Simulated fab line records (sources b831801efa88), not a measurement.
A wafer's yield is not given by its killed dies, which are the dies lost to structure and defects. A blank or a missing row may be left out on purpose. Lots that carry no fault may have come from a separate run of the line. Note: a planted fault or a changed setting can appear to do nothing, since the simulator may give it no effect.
Split-lot study -- flow gf180mcu -- route with 602 steps; 5 lots, 23 wafers read

SPLIT DETAILS
At GF_POLY_GATE_CVD_00 (deposits poly-Si, target thk 200 nm, time 1200 s), the setting time s was moved away from the recipe's 1200 s on 15 of the 23 wafers read, by -9.4% to +7.8%. All remaining wafers had this setting at the recipe value.

There is no step in the file separating the split from the reading.

THE READING
POLY_GATE_CVD_00_THK in nanometres, read at GF_POLY_GATE_THK_MEAS_01. On this fab line, fault-free wafers typically give 199.9 nm with a standard deviation of 2 nm.

wafer,"tool, chamber at the split","time s as run, s",against the recipe,"POLY_GATE_CVD_00_THK, nm",against lot-mates on the recipe
L075.1,"-, -",1200,recipe,200.3,-
L075.2,"-, -",1200,recipe,201.4,-
L075.4,"-, -",1200,recipe,203.3,-
L075.5,"-, -",1200,recipe,201.6,-
L075.6,"-, -",1200,recipe,203.1,-
L078.2,"lpcvd-01, 0",1200,recipe,198.8,-
L078.4,"lpcvd-01, 0",1200,recipe,200.5,-
L078.6,"lpcvd-01, 0",1200,recipe,201.0,-
L077.1,"-, -",1098,-8.5%,180.8,no lot-mate on the recipe
L077.2,"-, -",1098,-8.5%,180.7,no lot-mate on the recipe
L077.3,"-, -",1098,-8.5%,180.4,no lot-mate on the recipe
L077.4,"-, -",1098,-8.5%,180.0,no lot-mate on the recipe
L077.6,"-, -",1098,-8.5%,180.6,no lot-mate on the recipe
L081.2,"-, -",1087,-9.4%,182.4,no lot-mate on the recipe
L081.3,"-, -",1087,-9.4%,181.9,no lot-mate on the recipe
L081.4,"-, -",1087,-9.4%,182.2,no lot-mate on the recipe
L081.5,"-, -",1087,-9.4%,181.2,no lot-mate on the recipe
L081.6,"-, -",1087,-9.4%,180.1,no lot-mate on the recipe
L082.1,"-, -",1294,+7.8%,219.1,no lot-mate on the recipe
L082.2,"-, -",1294,+7.8%,217.5,no lot-mate on the recipe
L082.3,"-, -",1294,+7.8%,218.5,no lot-mate on the recipe
L082.5,"-, -",1294,+7.8%,218.2,no lot-mate on the recipe
L082.6,"-, -",1294,+7.8%,216.4,no lot-mate on the recipe

THE FIT
A straight line over all 23 wafers: POLY_GATE_CVD_00_THK changes by +2.2 nm for each +1% of time s; r = +1.00; the points scatter about the line by 1.5 nm.
Too few moved wafers with a lot-mate on the recipe to fit a line net of each lot's own level.

THE WHOLE CHAIN: every reading that the file lists as answering this split, in the file's order
step,what it does,reading,change (the file's fit),r (the file's)
GF_POLY_GATE_CVD_00,"deposits poly-Si, target thk 200 nm, time 1200 s","poly-Si_of_POLY_GATE_CVD_00.thk nm (the simulator's own value, which no gauge read)",+2.2 nm for each +1% of the setting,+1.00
GF_POLY_GATE_THK_MEAS_01,,POLY_GATE_CVD_00_THK,+2.2 for each +1% of the setting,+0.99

FILE'S OWN FIT
POLY_GATE_CVD_00_THK changes by +2.2 nm for each +1% of time s, r = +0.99.
